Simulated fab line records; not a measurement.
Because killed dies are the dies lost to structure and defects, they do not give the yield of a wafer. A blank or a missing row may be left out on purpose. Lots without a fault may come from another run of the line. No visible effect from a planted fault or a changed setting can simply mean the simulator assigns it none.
Which tool is to blame? / flow sky130 / 10 lots, 30 wafers sampled, at 3 steps of a route of 708

WHAT THE GAUGES READ, wafer by wafer
SKY_METAL2_RS_MEAS_05: the measuring method here is four-point-probe.
lot=L725; measured=day 34 19:37; on=film_metro-04; METAL2_ALCU_RS (ohm/sq)=0.1250 0.1251 0.1266
lot=L728; measured=day 35 20:02; on=film_metro-02; METAL2_ALCU_RS (ohm/sq)=0.1360 0.1342 0.1350 0.1362 0.1342 0.1353
lot=L730; measured=day 36 11:20; on=film_metro-03; METAL2_ALCU_RS (ohm/sq)=0.1277 0.1269 0.1266
lot=L731; measured=day 36 14:52; on=film_metro-02; METAL2_ALCU_RS (ohm/sq)=0.1261 0.1332 0.1336 0.1264 0.1334 0.1336
lot=L732; measured=day 36 22:58; on=film_metro-03; METAL2_ALCU_RS (ohm/sq)=0.1271 0.1266 0.1270
lot=L737; measured=day 38 17:26; on=film_metro-03; METAL2_ALCU_RS (ohm/sq)=0.1288 0.1290 0.1280
lot=L738; measured=day 38 21:00; on=film_metro-02; METAL2_ALCU_RS (ohm/sq)=0.1275 0.1274 0.1265
lot=L740; measured=day 39 10:41; on=film_metro-02; METAL2_ALCU_RS (ohm/sq)=0.1263 0.1250 0.1269
lot=L742; measured=day 39 22:44; on=film_metro-03; METAL2_ALCU_RS (ohm/sq)=0.1281 0.1286 0.1264
lot=L743; measured=day 40 05:22; on=film_metro-04; METAL2_ALCU_RS (ohm/sq)=0.1270 0.1285 0.1291

WHICH TOOL RAN EACH LOT (tool, then ch and the chambers of the sampled wafers, then the start)
lot=L725; SKY_VIA1_STRIP_16=plasma_asher-01 ch 0,1, day 34 18:14; SKY_METAL2_SPUTTER_02=pvd_sputter-04, day 34 19:29
lot=L728; SKY_VIA1_STRIP_16=plasma_asher-01 ch 0,1, day 35 18:39; SKY_METAL2_SPUTTER_02=pvd_sputter-04, day 35 19:56
lot=L730; SKY_VIA1_STRIP_16=plasma_asher-01 ch 0,1, day 36 09:56; SKY_METAL2_SPUTTER_02=pvd_sputter-03, day 36 11:11
lot=L731; SKY_VIA1_STRIP_16=plasma_asher-01 ch 0,1, day 36 13:31; SKY_METAL2_SPUTTER_02=pvd_sputter-04, day 36 14:47
lot=L732; SKY_VIA1_STRIP_16=plasma_asher-04 ch 0,1, day 36 21:35; SKY_METAL2_SPUTTER_02=pvd_sputter-03, day 36 22:52
lot=L737; SKY_VIA1_STRIP_16=plasma_asher-02 ch 0,1, day 38 16:04; SKY_METAL2_SPUTTER_02=pvd_sputter-02, day 38 17:21
lot=L738; SKY_VIA1_STRIP_16=plasma_asher-04 ch 0,1, day 38 19:37; SKY_METAL2_SPUTTER_02=pvd_sputter-02, day 38 20:53
lot=L740; SKY_VIA1_STRIP_16=plasma_asher-02 ch 0,1, day 39 08:53; SKY_METAL2_SPUTTER_02=pvd_sputter-04, day 39 10:36
lot=L742; SKY_VIA1_STRIP_16=plasma_asher-04 ch 0,1, day 39 21:20; SKY_METAL2_SPUTTER_02=pvd_sputter-04, day 39 22:38
lot=L743; SKY_VIA1_STRIP_16=plasma_asher-04 ch 0, day 40 03:56; SKY_METAL2_SPUTTER_02=pvd_sputter-02, day 40 05:16
- SKY_VIA1_STRIP_16: strips in O2/N2.
- SKY_METAL2_SPUTTER_02: material AlCu, target thk 250 nm, time 13.3 s.

THE ANSWER, worked out from the rows above alone
Rule: the usual values come from the lots themselves. Put in order of their means at a reading, lots are off if they are a third of the lots or fewer, leave a main group of 4 or more, and stand apart from it by a gap of 3 or more times the standard deviation of the main group's means; of several such gaps the widest counts. The tables above print the reading to a certain number of digits; a main group whose means all agree to those digits is not used. Also off: a lot with no number at a reading for which 4 or more lots have one. All remaining lots with rows at the step are treated as sound.
None of the lots is off at any reading shown; this tells nothing.

WHAT WAS PUT IN BY THE SIMULATOR
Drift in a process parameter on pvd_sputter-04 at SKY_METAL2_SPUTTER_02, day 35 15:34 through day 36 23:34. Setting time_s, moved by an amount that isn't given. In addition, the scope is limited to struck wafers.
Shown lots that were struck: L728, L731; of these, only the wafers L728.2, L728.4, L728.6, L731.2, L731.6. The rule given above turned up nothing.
